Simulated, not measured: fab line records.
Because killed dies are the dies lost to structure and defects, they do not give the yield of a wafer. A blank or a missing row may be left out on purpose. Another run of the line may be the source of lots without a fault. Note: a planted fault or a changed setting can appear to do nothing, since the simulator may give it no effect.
Commonality check across tools | flow gf180mcu | 13 lots and 39 wafers in the sample

== WHY IT WAS OPENED ==
3 of 13 lots carry a flag on the reading NSD_OVL at GF_NSD_OVL_MEAS_08. Fault-free wafers read 0.3 nm, with a standard deviation of 1.2.
Rule: a lot is flagged in two cases, either no wafer of it has a number, or all its wafers with numbers fall more than 4 standard deviations from that mean. The other lots count as sound.

lot  | measured     | on         | NSD_OVL (nm), wafer by wafer | flag
L898 | day 13 07:16 | overlay-01 | 3.6 2.4 1.7                  |
L899 | day 13 20:49 | overlay-01 | 1.4 1.3 0.0                  |
L900 | day 14 00:39 | overlay-02 | 0.6 -0.7 -0.7                |
L901 | day 14 10:18 | overlay-02 | 0.9 -1.3 0.4                 |
L902 | day 14 23:28 | overlay-02 | 0.7 -1.7 -0.7                |
L903 | day 15 03:25 | overlay-01 | 1.1 0.0 1.4                  |
L904 | day 15 13:22 | overlay-01 | 0.9 2.0 1.1                  |
L905 | day 15 19:26 | overlay-01 | 227.2 226.2 226.7            | FLAGGED
L906 | day 16 02:44 | overlay-01 | 227.1 227.7 227.1            | FLAGGED
L908 | day 16 22:37 | overlay-01 | 228.5 227.2 227.7            | FLAGGED
L911 | day 17 23:39 | overlay-02 | -0.4 -0.1 -1.2               |
L916 | day 19 21:12 | overlay-02 | 1.0 0.5 1.1                  |
L920 | day 21 04:05 | overlay-02 | -1.0 -1.5 -2.1               |
Averaged over the flagged lots the numbers come to 227.3 nm, +227.0 nm from the usual (+99 or more standard deviations).

== WHICH TOOL EACH LOT WENT THROUGH ==
Before the reading, the record contains 3 process steps out of a 602-step route. In each cell: the tool, then ch and the chambers that the sampled wafers went through, then the start.
lot  | flag    | GF_HV_LDD_STRIP_22                   | GF_HV_LDD_STRIP_49                   | GF_NSD_EXPOSE_04
L898 |         | plasma-asher-01 ch 0,1, day 10 18:59 | plasma-asher-04 ch 0,1, day 12 09:35 | iline-stepper-02 ch 0, day 12 21:52
L899 |         | plasma-asher-03 ch 0,1, day 11 06:32 | plasma-asher-03 ch 0,1, day 12 21:40 | iline-stepper-02 ch 0, day 13 10:44
L900 |         | plasma-asher-01 ch 0,1, day 11 11:01 | plasma-asher-04 ch 0,1, day 13 01:44 | iline-stepper-02 ch 0, day 13 14:40
L901 |         | plasma-asher-03 ch 0, day 11 20:03   | plasma-asher-04 ch 0,1, day 13 11:13 | iline-stepper-02 ch 0, day 14 00:14
L902 |         | plasma-asher-04 ch 0,1, day 12 07:14 | plasma-asher-04 ch 0,1, day 13 23:17 | iline-stepper-02 ch 0, day 14 13:22
L903 |         | plasma-asher-04 ch 0,1, day 12 11:10 | plasma-asher-04 ch 0,1, day 14 03:40 | iline-stepper-02 ch 0, day 14 16:53
L904 |         | plasma-asher-04 ch 0,1, day 12 18:38 | plasma-asher-03 ch 0,1, day 14 10:40 | iline-stepper-02 ch 0, day 15 02:39
L905 | FLAGGED | plasma-asher-01 ch 0,1, day 13 01:38 | plasma-asher-04 ch 0,1, day 14 19:14 | iline-stepper-02 ch 0, day 15 08:56
L906 | FLAGGED | plasma-asher-04 ch 0,1, day 13 08:32 | plasma-asher-01 ch 0,1, day 15 02:23 | iline-stepper-02 ch 0, day 15 15:57
L908 | FLAGGED | plasma-asher-03 ch 0,1, day 14 01:20 | plasma-asher-01 ch 0,1, day 15 21:29 | iline-stepper-02 ch 0, day 16 11:37
L911 |         | plasma-asher-03 ch 0,1, day 14 23:14 | plasma-asher-04 ch 0,1, day 16 20:57 | iline-stepper-01 ch 0, day 17 12:02
L916 |         | plasma-asher-04 ch 0,1, day 16 17:38 | plasma-asher-03 ch 0,1, day 18 17:56 | iline-stepper-01 ch 0, day 19 09:01
L920 |         | plasma-asher-01 ch 0,1, day 17 21:53 | plasma-asher-01 ch 0,1, day 20 00:18 | iline-stepper-01 ch 0, day 20 15:20
What the steps here do:
- GF_HV_LDD_STRIP_22: strips in O2/N2.
- GF_HV_LDD_STRIP_49: strips in O2/N2.
- GF_NSD_EXPOSE_04: exposes mask Nplus, target cd 400 nm.
- GF_NSD_OVL_MEAS_08

== FLAGGED AGAINST TOTAL, ONE TOOL AT A TIME (gauges that did the reading follow at the end) ==
step               | tool             | lots run | flagged | share of the flagged lots | sound lots run after its first flagged lot
GF_HV_LDD_STRIP_22 | plasma-asher-01  | 4        | 1       | some                      | 1 (L920)
GF_HV_LDD_STRIP_22 | plasma-asher-03  | 4        | 1       | some                      | 1 (L911)
GF_HV_LDD_STRIP_22 | plasma-asher-04  | 5        | 1       | some                      | 1 (L916)
GF_HV_LDD_STRIP_49 | plasma-asher-01  | 3        | 2       | some                      | 1 (L920)
GF_HV_LDD_STRIP_49 | plasma-asher-03  | 3        | 0       | none                      | -
GF_HV_LDD_STRIP_49 | plasma-asher-04  | 7        | 1       | some                      | 1 (L911)
GF_NSD_EXPOSE_04   | iline-stepper-01 | 3        | 0       | none                      | -
GF_NSD_EXPOSE_04   | iline-stepper-02 | 10       | 3       | all                       | 0
GF_NSD_OVL_MEAS_08 | overlay-01       | 7        | 3       | all                       | 0
GF_NSD_OVL_MEAS_08 | overlay-02       | 6        | 0       | none                      | -

== THE TABLE: WHAT IT ALLOWS ==
Rows of the table that ran all the flagged lots, 2 in number: iline-stepper-02 at GF_NSD_EXPOSE_04; overlay-01 at GF_NSD_OVL_MEAS_08.
- iline-stepper-02 at GF_NSD_EXPOSE_04 ran 10 lots, 3 of them flagged. Its last sound lot is L904 (day 15 02:39), its first flagged lot L905 (day 15 08:56): a fault that began between those two fits.
- overlay-01 at GF_NSD_OVL_MEAS_08 ran 7 lots, 3 of them flagged. Its last sound lot is L904 (day 15 13:22), its first flagged lot L905 (day 15 19:26): a fault that began between those two fits.
Counting lots can't tell these 2 tools apart, because each fits a fault that began at some hour. More lots, or a look at what each step does to the wafer, might.

== WHAT THE SIMULATOR HAD PUT IN ==
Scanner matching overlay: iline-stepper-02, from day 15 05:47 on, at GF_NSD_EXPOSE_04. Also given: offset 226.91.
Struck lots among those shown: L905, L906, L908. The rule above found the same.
